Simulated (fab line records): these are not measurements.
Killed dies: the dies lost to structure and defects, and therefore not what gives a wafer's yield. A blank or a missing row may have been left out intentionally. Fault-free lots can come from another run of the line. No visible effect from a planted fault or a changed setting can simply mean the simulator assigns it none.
What tool caused it? / flow sky130 / 12 lots with 36 wafers sampled at 5 steps, on a route of 708 steps

== WHAT THE GAUGES READ, wafer by wafer ==
SKY_FIELD_ISO_THK_MEAS_02.
lot=L596; measured=day 1 17:20; on=film_metro-02; FIELD_ISO_OXIDATION_00_THK (nm)=11.56 11.52 11.84
lot=L598; measured=day 2 02:38; on=film_metro-01; FIELD_ISO_OXIDATION_00_THK (nm)=11.96 12.10 11.93
lot=L600; measured=day 2 13:02; on=film_metro-01; FIELD_ISO_OXIDATION_00_THK (nm)=11.76 11.79 11.72
lot=L601; measured=day 2 17:56; on=film_metro-03; FIELD_ISO_OXIDATION_00_THK (nm)=11.97 11.89 11.96
lot=L602; measured=day 2 22:38; on=film_metro-01; FIELD_ISO_OXIDATION_00_THK (nm)=12.03 12.00 12.05
lot=L603; measured=day 3 04:34; on=film_metro-02; FIELD_ISO_OXIDATION_00_THK (nm)=11.81 11.84 11.87
lot=L605; measured=day 3 13:38; on=film_metro-02; FIELD_ISO_OXIDATION_00_THK (nm)=12.22 12.09 12.08
lot=L606; measured=day 3 19:10; on=film_metro-02; FIELD_ISO_OXIDATION_00_THK (nm)=12.18 12.02 12.01
lot=L615; measured=day 5 16:29; on=film_metro-02; FIELD_ISO_OXIDATION_00_THK (nm)=11.78 11.80 12.10
lot=L616; measured=day 5 22:53; on=film_metro-02; FIELD_ISO_OXIDATION_00_THK (nm)=11.98 12.10 12.12
lot=L617; measured=day 6 01:38; on=film_metro-03; FIELD_ISO_OXIDATION_00_THK (nm)=12.46 12.52 12.42
lot=L618; measured=day 6 07:20; on=film_metro-02; FIELD_ISO_OXIDATION_00_THK (nm)=12.30 12.24 12.18

SKY_FIELD_ISO_THK_MEAS_25.
lot=L596; measured=day 2 14:20; on=film_metro-02; FIELD_ISO_CVD_24_THK (nm)=597 595 599
lot=L598; measured=day 2 22:43; on=film_metro-01; FIELD_ISO_CVD_24_THK (nm)=599 594 595
lot=L600; measured=day 3 09:49; on=film_metro-01; FIELD_ISO_CVD_24_THK (nm)=590 595 601
lot=L601; measured=day 3 13:30; on=film_metro-03; FIELD_ISO_CVD_24_THK (nm)=602 591 587
lot=L602; measured=day 3 17:56; on=film_metro-01; FIELD_ISO_CVD_24_THK (nm)=840 833 839
lot=L603; measured=day 4 00:52; on=film_metro-01; FIELD_ISO_CVD_24_THK (nm)=598 594 592
lot=L605; measured=day 4 10:56; on=film_metro-02; FIELD_ISO_CVD_24_THK (nm)=838 850 839
lot=L606; measured=day 4 18:15; on=film_metro-01; FIELD_ISO_CVD_24_THK (nm)=601 596 591
lot=L615; measured=day 6 16:43; on=film_metro-03; FIELD_ISO_CVD_24_THK (nm)=598 592 594
lot=L616; measured=day 6 22:56; on=film_metro-01; FIELD_ISO_CVD_24_THK (nm)=596 589 597
lot=L617; measured=day 7 04:25; on=film_metro-01; FIELD_ISO_CVD_24_THK (nm)=585 600 598
lot=L618; measured=day 7 07:13; on=film_metro-03; FIELD_ISO_CVD_24_THK (nm)=602 603 596

SKY_NWELL_RS_MEAS_31: a four-point-probe measurement.
lot=L596; measured=day 5 15:48; on=film_metro-01; PWDE_RS (ohm/sq)=5274 5266 5266
lot=L598; measured=day 6 02:58; on=film_metro-03; PWDE_RS (ohm/sq)=5262 5255 5256
lot=L600; measured=day 6 15:35; on=film_metro-01; PWDE_RS (ohm/sq)=5262 5283 5288
lot=L601; measured=day 6 18:27; on=film_metro-04; PWDE_RS (ohm/sq)=5290 5275 5272
lot=L602; measured=day 6 22:36; on=film_metro-03; PWDE_RS (ohm/sq)=5281 5276 5266
lot=L603; measured=day 7 05:40; on=film_metro-04; PWDE_RS (ohm/sq)=5277 5267 5300
lot=L605; measured=day 7 19:35; on=film_metro-01; PWDE_RS (ohm/sq)=5275 5252 5263
lot=L606; measured=day 8 03:35; on=film_metro-01; PWDE_RS (ohm/sq)=5264 5272 5263
lot=L615; measured=day 10 10:22; on=film_metro-03; PWDE_RS (ohm/sq)=5270 5254 5243
lot=L616; measured=day 10 15:41; on=film_metro-03; PWDE_RS (ohm/sq)=5293 5290 5283
lot=L617; measured=day 10 22:10; on=film_metro-01; PWDE_RS (ohm/sq)=5231 5250 5246
lot=L618; measured=day 11 01:40; on=film_metro-03; PWDE_RS (ohm/sq)=5261 5281 5271

== WHICH TOOL RAN EACH LOT (tool, then ch and the chambers of the sampled wafers, then the start) ==
lot=L596; SKY_FIELD_ISO_CVD_24=hdpcvd-02 ch 0,1, day 2 14:16; SKY_FIELD_ISO_CMP_27=cmp-01 ch 0,1,3, day 2 16:25
lot=L598; SKY_FIELD_ISO_CVD_24=hdpcvd-01 ch 0,1,2, day 2 22:38; SKY_FIELD_ISO_CMP_27=cmp-01 ch 1,2, day 3 00:16
lot=L600; SKY_FIELD_ISO_CVD_24=hdpcvd-02 ch 0,2, day 3 09:43; SKY_FIELD_ISO_CMP_27=cmp-02 ch 1,2,3, day 3 11:29
lot=L601; SKY_FIELD_ISO_CVD_24=hdpcvd-01 ch 0,1, day 3 13:25; SKY_FIELD_ISO_CMP_27=cmp-02 ch 0,2, day 3 15:11
lot=L602; SKY_FIELD_ISO_CVD_24=hdpcvd-02 ch 0,1,2, day 3 17:51; SKY_FIELD_ISO_CMP_27=cmp-01 ch 1,2,3, day 3 19:29
lot=L603; SKY_FIELD_ISO_CVD_24=hdpcvd-01 ch 0,1,2, day 4 00:46; SKY_FIELD_ISO_CMP_27=cmp-01 ch 0,2, day 4 02:24
lot=L605; SKY_FIELD_ISO_CVD_24=hdpcvd-02 ch 0,1,2, day 4 10:52; SKY_FIELD_ISO_CMP_27=cmp-01 ch 0,3, day 4 12:30
lot=L606; SKY_FIELD_ISO_CVD_24=hdpcvd-01 ch 1,2, day 4 18:11; SKY_FIELD_ISO_CMP_27=cmp-01 ch 0,3, day 4 19:49
lot=L615; SKY_FIELD_ISO_CVD_24=hdpcvd-02 ch 1,2, day 6 16:38; SKY_FIELD_ISO_CMP_27=cmp-01 ch 0,2,3, day 6 19:35
lot=L616; SKY_FIELD_ISO_CVD_24=hdpcvd-01 ch 0,1, day 6 22:52; SKY_FIELD_ISO_CMP_27=cmp-01 ch 0,1, day 7 00:30
lot=L617; SKY_FIELD_ISO_CVD_24=hdpcvd-02 ch 0,2, day 7 04:21; SKY_FIELD_ISO_CMP_27=cmp-01 ch 1,3, day 7 06:02
lot=L618; SKY_FIELD_ISO_CVD_24=hdpcvd-02 ch 0,1,2, day 7 07:08; SKY_FIELD_ISO_CMP_27=cmp-01 ch 0,3, day 7 09:08
- SKY_FIELD_ISO_CVD_24: deposits SiO2, target thk 595 nm, time 99.2 s.
- SKY_FIELD_ISO_CMP_27: polishes, stops on Si3N4, t overpolish 16 s, target thk 457.8 nm.

== AS READ BY THE TOOLS THEMSELVES (means over the sampled wafers that have a number; for cases with no such wafer, the mark the record gives instead) ==
SKY_FIELD_ISO_CMP_27.
lot=L596; tool=cmp-01; motor_current_A (A)=12.4; platen_rpm (rpm)=59.97; time_to_endpoint_s (s)=117
lot=L598; tool=cmp-01; motor_current_A (A)=11.8; platen_rpm (rpm)=60.00; time_to_endpoint_s (s)=113
lot=L600; tool=cmp-02; motor_current_A (A)=13.6; platen_rpm (rpm)=60.03; time_to_endpoint_s (s)=109
lot=L601; tool=cmp-02; motor_current_A (A)=12.7; platen_rpm (rpm)=59.98; time_to_endpoint_s (s)=108
lot=L602; tool=cmp-01; motor_current_A (A)=13.4; platen_rpm (rpm)=60.03; time_to_endpoint_s (s)=152
lot=L603; tool=cmp-01; motor_current_A (A)=12.9; platen_rpm (rpm)=60.01; time_to_endpoint_s (s)=112
lot=L605; tool=cmp-01; motor_current_A (A)=13.6; platen_rpm (rpm)=59.97; time_to_endpoint_s (s)=154
lot=L606; tool=cmp-01; motor_current_A (A)=12.2; platen_rpm (rpm)=60.03; time_to_endpoint_s (s)=115
lot=L615; tool=cmp-01; motor_current_A (A)=13.2; platen_rpm (rpm)=59.99; time_to_endpoint_s (s)=107
lot=L616; tool=cmp-01; motor_current_A (A)=11.1; platen_rpm (rpm)=60.02; time_to_endpoint_s (s)=109
lot=L617; tool=cmp-01; motor_current_A (A)=12.6; platen_rpm (rpm)=60.00; time_to_endpoint_s (s)=113
lot=L618; tool=cmp-01; motor_current_A (A)=13.6; platen_rpm (rpm)=59.98; time_to_endpoint_s (s)=117

== THE ANSWER, worked out from the rows above alone ==
Rule: what is usual is taken from the lots themselves. The widest of any qualifying gaps counts: lots, ordered by their means at a reading, are off when they make up no more than a third of the lots, leave a main group of 4 or more, and stand apart from it by 3 or more times the standard deviation of that group's means. A main group is skipped when, at the precision printed for the reading in the tables above, its means are all equal. Also off: a lot with no number at a reading for which 4 or more lots have one. The other lots that the step has rows for count as sound. The gauges are gone through in route order, then the tools' own readings, and for those a lot's mean is taken as printed above. At the first step where some lot is off, the reading lying furthest off is the one used; lots without a number count as furthest.
Off: L602, L605, at SKY_FIELD_ISO_THK_MEAS_25 (FIELD_ISO_CVD_24_THK). Main group: mean 596 nm, sd 1.9.
If a tool, at a process step before that reading, ran all the lots that are off and no sound lot after the first of them, it fits. The gauges at SKY_FIELD_ISO_THK_MEAS_25 aren't tried: what is off there is off at SKY_FIELD_ISO_CMP_27 too, on other tools, and a gauge's error can't cause that. No candidate that was tried fits.

== WHAT HAD BEEN PUT IN BY THE SIMULATOR ==
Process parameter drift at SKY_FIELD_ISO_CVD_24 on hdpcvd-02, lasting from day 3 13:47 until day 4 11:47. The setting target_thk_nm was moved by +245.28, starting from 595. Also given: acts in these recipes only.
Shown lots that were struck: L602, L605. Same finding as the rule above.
